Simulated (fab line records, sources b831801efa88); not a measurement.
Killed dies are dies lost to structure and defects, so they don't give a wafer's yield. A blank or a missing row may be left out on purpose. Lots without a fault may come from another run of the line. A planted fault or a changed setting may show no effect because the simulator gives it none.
Split-lot experiment | flow sky130 | 5 lots, 23 wafers read, on a route of 708 steps

THE SPLIT
At SKY_SONOS_TUNNEL_SOFTBAKE_03 (time 60 s), the setting temp_c was moved away from the recipe's 90 C on 8 of the 23 wafers read, by -2.9% to -1.3%. The other wafers ran this setting at the recipe's value.

FROM THE SPLIT TO THE READING: what the file shows between them, 2 steps
- SKY_SONOS_TUNNEL_EXPOSE_04: exposes mask TUNM, target cd 410 nm
- SKY_SONOS_TUNNEL_PEB_05

THE READING
NOVOLAK_of_SONOS_TUNNEL_COAT_02.thk_nm (the simulator's own value, which no gauge read), in nm, at SKY_SONOS_TUNNEL_DEVELOP_06 (develop time 60 s). The file gives no usual value for it. The 15 wafers here that ran the recipe average 1137 nm, standard deviation 2.7 nm.

wafer  | tool, chamber at the split | temp_c as run, C | against the recipe | NOVOLAK_of_SONOS_TUNNEL_COAT_02.thk_nm, nm | against lot-mates on the recipe
L074.1 | litho_track-04, 0          | 90               | recipe             | 1138                                       | -
L074.2 | litho_track-04, 0          | 87.72            | -2.5%              | 1142                                       | +7
L074.3 | litho_track-04, 0          | 87.72            | -2.5%              | 1143                                       | +8
L074.5 | litho_track-04, 0          | 90               | recipe             | 1132                                       | -
L074.6 | litho_track-04, 0          | 87.72            | -2.5%              | 1146                                       | +11
L075.1 | litho_track-01, 0          | 88.85            | -1.3%              | 1141                                       | +3
L075.3 | litho_track-01, 0          | 88.85            | -1.3%              | 1143                                       | +5
L075.4 | litho_track-01, 0          | 90               | recipe             | 1139                                       | -
L075.5 | litho_track-01, 0          | 90               | recipe             | 1136                                       | -
L075.6 | litho_track-01, 0          | 90               | recipe             | 1140                                       | -
L076.1 | litho_track-04, 0          | 90               | recipe             | 1142                                       | -
L076.2 | litho_track-04, 0          | 90               | recipe             | 1140                                       | -
L076.5 | litho_track-04, 0          | 90               | recipe             | 1140                                       | -
L083.1 | litho_track-04, 0          | 90               | recipe             | 1134                                       | -
L083.2 | litho_track-04, 0          | 90               | recipe             | 1136                                       | -
L083.3 | litho_track-04, 0          | 90               | recipe             | 1136                                       | -
L083.4 | litho_track-04, 0          | 90               | recipe             | 1136                                       | -
L083.5 | litho_track-04, 0          | 90               | recipe             | 1140                                       | -
L085.1 | litho_track-04, 0          | 87.37            | -2.9%              | 1145                                       | +10
L085.2 | litho_track-04, 0          | 87.37            | -2.9%              | 1143                                       | +8
L085.3 | litho_track-04, 0          | 90               | recipe             | 1135                                       | -
L085.6 | litho_track-04, 0          | 90               | recipe             | 1135                                       | -
L085.4 | litho_track-04, 0          | 87.37            | -2.9%              | 1149                                       | +14

THE FIT
A straight line over all 23 wafers: NOVOLAK_of_SONOS_TUNNEL_COAT_02.thk_nm changes by -2.77 nm for each +1% of temp_c; r = -0.80; the points scatter about the line by 2.6 nm.
The same after taking each lot's own level away (the mean of its wafers on the recipe; 23 wafers): -3.53 nm for each +1%; r = -0.91; scatter 1.9 nm.
On that fit, the largest move of temp_c shifts the reading by 10 nm.
The lots' own levels span 1135.0 to 1140.7 nm, that is 2.1 times the standard deviation above.
So the lot-to-lot level blurs the effect unless lot-mates are compared.
Check: with one of the wafers moved furthest among these (-2.9%) left out of the fit, the line predicts +10.3 nm for it against its lot-mates. It came out at +10 nm against them.

OTHER SPLITS ON THESE WAFERS
These wafers also went through other splits before the reading. Each is held against what the fit with the lots' levels taken away leaves over:
other split on the same wafers           | wafers away from the commonest value | r with NOVOLAK_of_SONOS_TUNNEL_COAT_02.thk_nm (lot level and that fit taken away)
SKY_VT_ADJUST_HVTR_COAT_02 spin_rpm      | 10                                   | +0.09
SKY_VT_ADJUST_HVTR_IMPLANT_09 energy_kev | 8                                    | -0.09

THE FILE'S OWN FIT
NOVOLAK_of_SONOS_TUNNEL_COAT_02.thk_nm changes by -3.45 nm for each +1% of temp_c, r = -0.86.
